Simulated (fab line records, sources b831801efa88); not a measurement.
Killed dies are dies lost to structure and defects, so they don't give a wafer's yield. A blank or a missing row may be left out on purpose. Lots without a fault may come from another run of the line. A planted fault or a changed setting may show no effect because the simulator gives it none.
Which tool did it? | flow sky130 | 6 lots, 18 wafers sampled, at 3 steps of a route of 708

WHAT THE GAUGES READ, wafer by wafer
SKY_CONTACT_OVL_MEAS_15.
lot  | measured     | on         | CONTACT_OVL (nm)
L413 | day 31 23:03 | overlay-01 | 3 -2 0
L417 | day 33 13:53 | overlay-01 | -5 3 -8
L424 | day 35 13:02 | overlay-02 | -3 -3 -5
L430 | day 37 10:43 | overlay-01 | 2 -2 -3
L433 | day 38 06:52 | overlay-01 | -8 0 1
L435 | day 38 15:56 | overlay-02 | 0 6 2

WHICH TOOL RAN EACH LOT (tool, then ch and the chambers of the sampled wafers, then the start)
lot  | SKY_LOCAL_INTERCONNECT_ETCH_13    | SKY_CONTACT_DEVELOP_13
L413 | rie_metal-01 ch 0,1, day 30 18:26 | litho_track-01 ch 0, day 31 22:00
L417 | rie_metal-01 ch 1, day 32 09:19   | litho_track-04 ch 0, day 33 13:00
L424 | rie_metal-03 ch 0,1, day 34 08:55 | litho_track-04 ch 0, day 35 12:00
L430 | rie_metal-03 ch 1, day 36 07:10   | litho_track-02 ch 0, day 37 10:00
L433 | rie_metal-03 ch 0,1, day 37 03:25 | litho_track-02 ch 0, day 38 06:00
L435 | rie_metal-03 ch 0,1, day 37 11:58 | litho_track-04 ch 0, day 38 15:00
- SKY_LOCAL_INTERCONNECT_ETCH_13: etches BARC in N2/H2, stops on SiO2, time 45.9 s, target depth 60 nm.
- SKY_CONTACT_DEVELOP_13: develop time 60 s.

THE ANSWER, worked out from the rows above alone
Rule: what is usual is taken from the lots themselves. Put in order of their means at a reading, lots are off if they are a third of the lots or fewer, leave a main group of 4 or more, and stand apart from it by a gap of 3 or more times the standard deviation of the main group's means; of several such gaps the widest counts. A main group whose means are all the same, to the digits that the tables above print for the reading, isn't used. A lot without any number at a reading at which 4 lots or more have one is off too. The other lots that the step has rows for count as sound.
No lot is off at any reading shown: from this, nothing can be told.

WHAT THE SIMULATOR HAD PUT IN
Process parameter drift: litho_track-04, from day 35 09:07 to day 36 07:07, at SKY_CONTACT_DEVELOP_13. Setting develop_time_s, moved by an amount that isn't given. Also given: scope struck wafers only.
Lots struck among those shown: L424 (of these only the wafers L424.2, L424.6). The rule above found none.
